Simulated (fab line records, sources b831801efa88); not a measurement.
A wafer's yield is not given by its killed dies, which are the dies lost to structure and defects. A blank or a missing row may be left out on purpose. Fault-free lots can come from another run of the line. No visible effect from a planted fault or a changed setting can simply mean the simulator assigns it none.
The tool behind it: which one? / flow gf180mcu / Sampling: 11 lots, 33 wafers, 6 of 602 route steps

== WHAT THE GAUGES SHOWED, per wafer ==
GF_HV_LDD_CD_MEAS_19: target cd 400 nm.
lot=L918; measured=day 11 01:10; on=cd sem-01; cd nm (nm)=399.4 399.5 399.2
lot=L920; measured=day 11 14:53; on=cd sem-01; cd nm (nm)=403.0 401.2 402.2
lot=L922; measured=day 12 19:04; on=cd sem-01; cd nm (nm)=402.4 400.7 401.6
lot=L926; measured=day 13 20:52; on=cd sem-01; cd nm (nm)=400.2 399.5 401.7
lot=L927; measured=day 14 02:07; on=cd sem-01; cd nm (nm)=398.4 398.5 399.2
lot=L931; measured=day 15 07:43; on=cd sem-01; cd nm (nm)=404.5 401.6 402.3
lot=L932; measured=day 15 21:06; on=cd sem-02; cd nm (nm)=402.8 401.3 398.7
lot=L933; measured=day 16 03:55; on=cd sem-02; cd nm (nm)=399.6 401.1 401.3
lot=L934; measured=day 16 09:37; on=cd sem-02; cd nm (nm)=398.7 398.5 397.7
lot=L937; measured=day 17 04:10; on=cd sem-02; cd nm (nm)=399.5 398.2 398.5
lot=L939; measured=day 18 00:43; on=cd sem-01; cd nm (nm)=398.6 400.2 402.5

GF_HV_LDD_TW_MEAS_38.
lot=L918; measured=day 11 19:52; on=film metro-01; HV_LDD_3_TW=1434 1443 1439
lot=L920; measured=day 12 11:27; on=film metro-01; HV_LDD_3_TW=1439 1432 1421
lot=L922; measured=day 13 15:59; on=film metro-04; HV_LDD_3_TW=1416 1414 1418
lot=L926; measured=day 14 18:04; on=film metro-04; HV_LDD_3_TW=1414 1423 1422
lot=L927; measured=day 15 00:07; on=film metro-04; HV_LDD_3_TW=1409 1408 1408
lot=L931; measured=day 16 06:19; on=film metro-01; HV_LDD_3_TW=1486 1492 1485 1487 1490 1487
lot=L932; measured=day 16 20:00; on=film metro-02; HV_LDD_3_TW=1485 1480 1478 1481 1481 1471
lot=L933; measured=day 17 04:40; on=film metro-04; HV_LDD_3_TW=1415 1415 1425
lot=L934; measured=day 17 09:58; on=film metro-01; HV_LDD_3_TW=1432 1437 1442
lot=L937; measured=day 18 03:51; on=film metro-04; HV_LDD_3_TW=1417 1416 1418
lot=L939; measured=day 19 01:26; on=film metro-02; HV_LDD_3_TW=1416 1419 1427

GF_HV_LDD_RS_MEAS_53: uses a four-point probe to measure.
lot=L918; measured=day 12 15:30; on=film metro-04; HV_LDD_RS (ohm/sq)=418.8 418.7 419.2
lot=L920; measured=day 13 08:05; on=film metro-02; HV_LDD_RS (ohm/sq)=417.8 417.7 418.2
lot=L922; measured=day 14 12:15; on=film metro-04; HV_LDD_RS (ohm/sq)=417.2 417.6 417.5
lot=L926; measured=day 15 16:02; on=film metro-04; HV_LDD_RS (ohm/sq)=418.7 419.5 418.9
lot=L927; measured=day 15 22:20; on=film metro-02; HV_LDD_RS (ohm/sq)=417.8 418.2 417.7
lot=L931; measured=day 17 05:21; on=film metro-01; HV_LDD_RS (ohm/sq)=410.1 410.8 409.1 410.5 409.8 408.1
lot=L932; measured=day 17 19:15; on=film metro-04; HV_LDD_RS (ohm/sq)=409.6 409.9 409.5 409.8 409.8 408.7
lot=L933; measured=day 18 04:01; on=film metro-02; HV_LDD_RS (ohm/sq)=417.0 417.2 417.6
lot=L934; measured=day 18 09:56; on=film metro-01; HV_LDD_RS (ohm/sq)=417.3 418.4 417.6
lot=L937; measured=day 19 04:19; on=film metro-02; HV_LDD_RS (ohm/sq)=416.7 418.6 416.9
lot=L939; measured=day 20 02:18; on=film metro-02; HV_LDD_RS (ohm/sq)=416.6 416.0 416.2

== WHICH TOOL RAN EACH LOT (tool, then ch and the chambers of the sampled wafers, then the start) ==
lot=L918; GF_HV_LDD_STRIP_22=plasma asher-03 ch 0,1, day 11 01:28; GF_HV_LDD_IMPLANT_34=implanter-03 ch 0, day 11 19:20; GF_HV_LDD_STRIP_37=plasma asher-03 ch 0,1, day 11 19:46
lot=L920; GF_HV_LDD_STRIP_22=plasma asher-03 ch 0,1, day 11 15:11; GF_HV_LDD_IMPLANT_34=implanter-03 ch 0, day 12 10:56; GF_HV_LDD_STRIP_37=plasma asher-01 ch 0,1, day 12 11:22
lot=L922; GF_HV_LDD_STRIP_22=plasma asher-01 ch 0,1, day 12 19:22; GF_HV_LDD_IMPLANT_34=implanter-01 ch 0, day 13 15:27; GF_HV_LDD_STRIP_37=plasma asher-04 ch 0,1, day 13 15:53
lot=L926; GF_HV_LDD_STRIP_22=plasma asher-03 ch 1, day 13 21:09; GF_HV_LDD_IMPLANT_34=implanter-01 ch 0, day 14 17:32; GF_HV_LDD_STRIP_37=plasma asher-03 ch 0,1, day 14 17:58
lot=L927; GF_HV_LDD_STRIP_22=plasma asher-03 ch 0,1, day 14 02:25; GF_HV_LDD_IMPLANT_34=implanter-01 ch 0, day 14 23:36; GF_HV_LDD_STRIP_37=plasma asher-04 ch 0,1, day 15 00:02
lot=L931; GF_HV_LDD_STRIP_22=plasma asher-01 ch 0,1, day 15 08:01; GF_HV_LDD_IMPLANT_34=implanter-01 ch 0, day 16 05:47; GF_HV_LDD_STRIP_37=plasma asher-04 ch 0,1, day 16 06:13
lot=L932; GF_HV_LDD_STRIP_22=plasma asher-04 ch 0,1, day 15 21:24; GF_HV_LDD_IMPLANT_34=implanter-01 ch 0, day 16 19:27; GF_HV_LDD_STRIP_37=plasma asher-03 ch 0,1, day 16 19:54
lot=L933; GF_HV_LDD_STRIP_22=plasma asher-01 ch 0,1, day 16 04:13; GF_HV_LDD_IMPLANT_34=implanter-03 ch 0, day 17 04:09; GF_HV_LDD_STRIP_37=plasma asher-01 ch 0,1, day 17 04:35
lot=L934; GF_HV_LDD_STRIP_22=plasma asher-04 ch 0,1, day 16 09:53; GF_HV_LDD_IMPLANT_34=implanter-04 ch 0, day 17 09:28; GF_HV_LDD_STRIP_37=plasma asher-04 ch 0,1, day 17 09:52
lot=L937; GF_HV_LDD_STRIP_22=plasma asher-04 ch 0,1, day 17 04:28; GF_HV_LDD_IMPLANT_34=implanter-03 ch 0, day 18 03:19; GF_HV_LDD_STRIP_37=plasma asher-01 ch 0,1, day 18 03:44
lot=L939; GF_HV_LDD_STRIP_22=plasma asher-04 ch 0,1, day 18 01:02; GF_HV_LDD_IMPLANT_34=implanter-03 ch 0, day 19 00:53; GF_HV_LDD_STRIP_37=plasma asher-01 ch 0,1, day 19 01:20
- GF_HV_LDD_STRIP_22: strips in O2/N2.
- GF_HV_LDD_IMPLANT_34
- GF_HV_LDD_STRIP_37: strips in O2/N2.

== WHAT THE TOOLS THEMSELVES READ (means of the sampled wafers that have a number; where no wafer has one, the mark that the record gives instead) ==
GF_HV_LDD_STRIP_22.
lot=L918; tool=plasma asher-03; drypump motor current A (A)=5.1; heater power w (W)=316; oes product au (a.u.)=0.717; strip time to endpoint s (s)=12.58
lot=L920; tool=plasma asher-03; drypump motor current A (A)=5.1; heater power w (W)=314; oes product au (a.u.)=0.718; strip time to endpoint s (s)=12.62
lot=L922; tool=plasma asher-01; drypump motor current A (A)=5.8; heater power w (W)=360; oes product au (a.u.)=0.713; strip time to endpoint s (s)=12.64
lot=L926; tool=plasma asher-03; drypump motor current A (A)=4.7; heater power w (W)=306; oes product au (a.u.)=0.714; strip time to endpoint s (s)=12.67
lot=L927; tool=plasma asher-03; drypump motor current A (A)=5.1; heater power w (W)=319; oes product au (a.u.)=0.716; strip time to endpoint s (s)=12.65
lot=L931; tool=plasma asher-01; drypump motor current A (A)=5.9; heater power w (W)=359; oes product au (a.u.)=0.714; strip time to endpoint s (s)=12.63
lot=L932; tool=plasma asher-04; drypump motor current A (A)=5.8; heater power w (W)=422; oes product au (a.u.)=0.713; strip time to endpoint s (s)=12.63
lot=L933; tool=plasma asher-01; drypump motor current A (A)=6.0; heater power w (W)=372; oes product au (a.u.)=0.717; strip time to endpoint s (s)=12.70
lot=L934; tool=plasma asher-04; drypump motor current A (A)=5.3; heater power w (W)=390; oes product au (a.u.)=0.716; strip time to endpoint s (s)=12.63
lot=L937; tool=plasma asher-04; drypump motor current A (A)=5.8; heater power w (W)=410; oes product au (a.u.)=0.714; strip time to endpoint s (s)=12.70
lot=L939; tool=plasma asher-04; drypump motor current A (A)=5.3; heater power w (W)=394; oes product au (a.u.)=0.717; strip time to endpoint s (s)=12.62

GF_HV_LDD_IMPLANT_34.
lot=L918; tool=implanter-03; beam energy keV=60.002; dose ions cm2=7.502e+12; end station pressure torr (Torr)=5.22e-06; faraday current uA=42.0
lot=L920; tool=implanter-03; beam energy keV=60.007; dose ions cm2=7.503e+12; end station pressure torr (Torr)=5.09e-06; faraday current uA=41.3
lot=L922; tool=implanter-01; beam energy keV=59.997; dose ions cm2=7.503e+12; end station pressure torr (Torr)=5.02e-06; faraday current uA=42.5
lot=L926; tool=implanter-01; beam energy keV=60.015; dose ions cm2=7.499e+12; end station pressure torr (Torr)=4.91e-06; faraday current uA=42.0
lot=L927; tool=implanter-01; beam energy keV=60.025; dose ions cm2=7.499e+12; end station pressure torr (Torr)=4.91e-06; faraday current uA=42.0
lot=L931; tool=implanter-01; beam energy keV=60.018; dose ions cm2=1.092e+13; end station pressure torr (Torr)=5.00e-06; faraday current uA=62.1
lot=L932; tool=implanter-01; beam energy keV=59.985; dose ions cm2=1.093e+13; end station pressure torr (Torr)=5.03e-06; faraday current uA=62.5
lot=L933; tool=implanter-03; beam energy keV=60.021; dose ions cm2=7.492e+12; end station pressure torr (Torr)=5.04e-06; faraday current uA=42.6
lot=L934; tool=implanter-04; beam energy keV=59.978; dose ions cm2=7.496e+12; end station pressure torr (Torr)=5.51e-06; faraday current uA=41.8
lot=L937; tool=implanter-03; beam energy keV=60.005; dose ions cm2=7.497e+12; end station pressure torr (Torr)=4.76e-06; faraday current uA=42.6
lot=L939; tool=implanter-03; beam energy keV=59.993; dose ions cm2=7.493e+12; end station pressure torr (Torr)=5.28e-06; faraday current uA=42.4

GF_HV_LDD_STRIP_37.
lot=L918; tool=plasma asher-03; drypump motor current A (A)=5.1; heater power w (W)=315; oes product au (a.u.)=0.716; strip time to endpoint s (s)=12.70
lot=L920; tool=plasma asher-01; drypump motor current A (A)=6.0; heater power w (W)=367; oes product au (a.u.)=0.711; strip time to endpoint s (s)=12.60
lot=L922; tool=plasma asher-04; drypump motor current A (A)=5.3; heater power w (W)=398; oes product au (a.u.)=0.718; strip time to endpoint s (s)=12.60
lot=L926; tool=plasma asher-03; drypump motor current A (A)=5.5; heater power w (W)=328; oes product au (a.u.)=0.716; strip time to endpoint s (s)=12.63
lot=L927; tool=plasma asher-04; drypump motor current A (A)=5.7; heater power w (W)=411; oes product au (a.u.)=0.712; strip time to endpoint s (s)=12.67
lot=L931; tool=plasma asher-04; drypump motor current A (A)=5.8; heater power w (W)=412; oes product au (a.u.)=0.713; strip time to endpoint s (s)=12.62
lot=L932; tool=plasma asher-03; drypump motor current A (A)=5.5; heater power w (W)=320; oes product au (a.u.)=0.714; strip time to endpoint s (s)=12.69
lot=L933; tool=plasma asher-01; drypump motor current A (A)=6.0; heater power w (W)=367; oes product au (a.u.)=0.714; strip time to endpoint s (s)=12.65
lot=L934; tool=plasma asher-04; drypump motor current A (A)=5.8; heater power w (W)=410; oes product au (a.u.)=0.715; strip time to endpoint s (s)=12.70
lot=L937; tool=plasma asher-01; drypump motor current A (A)=6.0; heater power w (W)=365; oes product au (a.u.)=0.717; strip time to endpoint s (s)=12.68
lot=L939; tool=plasma asher-01; drypump motor current A (A)=5.9; heater power w (W)=347; oes product au (a.u.)=0.720; strip time to endpoint s (s)=12.59

== THE ANSWER, worked out from the rows above alone ==
Rule: what is usual is taken from the lots themselves. The widest of any qualifying gaps counts: lots, ordered by their means at a reading, are off when they make up no more than a third of the lots, leave a main group of 4 or more, and stand apart from it by 3 or more times the standard deviation of that group's means. The tables above print the reading to a certain number of digits; a main group whose means all agree to those digits is not used. A lot without any number at a reading at which 4 lots or more have one is off too. The other lots that the step has rows for count as sound. Order of review: gauges by route order, followed by the tools' own readings, for which a lot's mean as printed above is used. At the first step where some lot is off, the reading lying furthest off is the one used; lots without a number count as furthest.
Off: L931, L932, at GF_HV_LDD_TW_MEAS_38 (HV_LDD_3_TW). Mean 1423 and standard deviation 9.7 in the main group.
If a tool, at a process step before that reading, ran all the lots that are off and no sound lot after the first of them, it fits. The gauges at GF_HV_LDD_TW_MEAS_38 aren't tried: what is off there is off at GF_HV_LDD_IMPLANT_34 too, on other tools, and a gauge's error can't cause that. One fits: GF_HV_LDD_IMPLANT_34 on implanter-01. Its last sound lot is L927 (day 14 23:36), its first lot that is off L931 (day 16 05:47): a fault that began between those two fits.
The tool's own readings at GF_HV_LDD_IMPLANT_34 bear it out: on the lots that are off they differ by more than 5 times the standard deviation of the sound lots' means. dose ions cm2 reads 1.092e+13 there against 7.498e+12 on the sound lots; faraday current uA reads 62.3 there against 42.1 on the sound lots.

== WHAT WAS PUT IN BY THE SIMULATOR ==
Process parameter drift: implanter-01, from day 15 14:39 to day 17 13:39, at GF_HV_LDD_IMPLANT_34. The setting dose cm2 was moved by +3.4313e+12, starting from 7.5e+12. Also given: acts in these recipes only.
Lots struck among those shown: L931, L932. The rule above found the same.
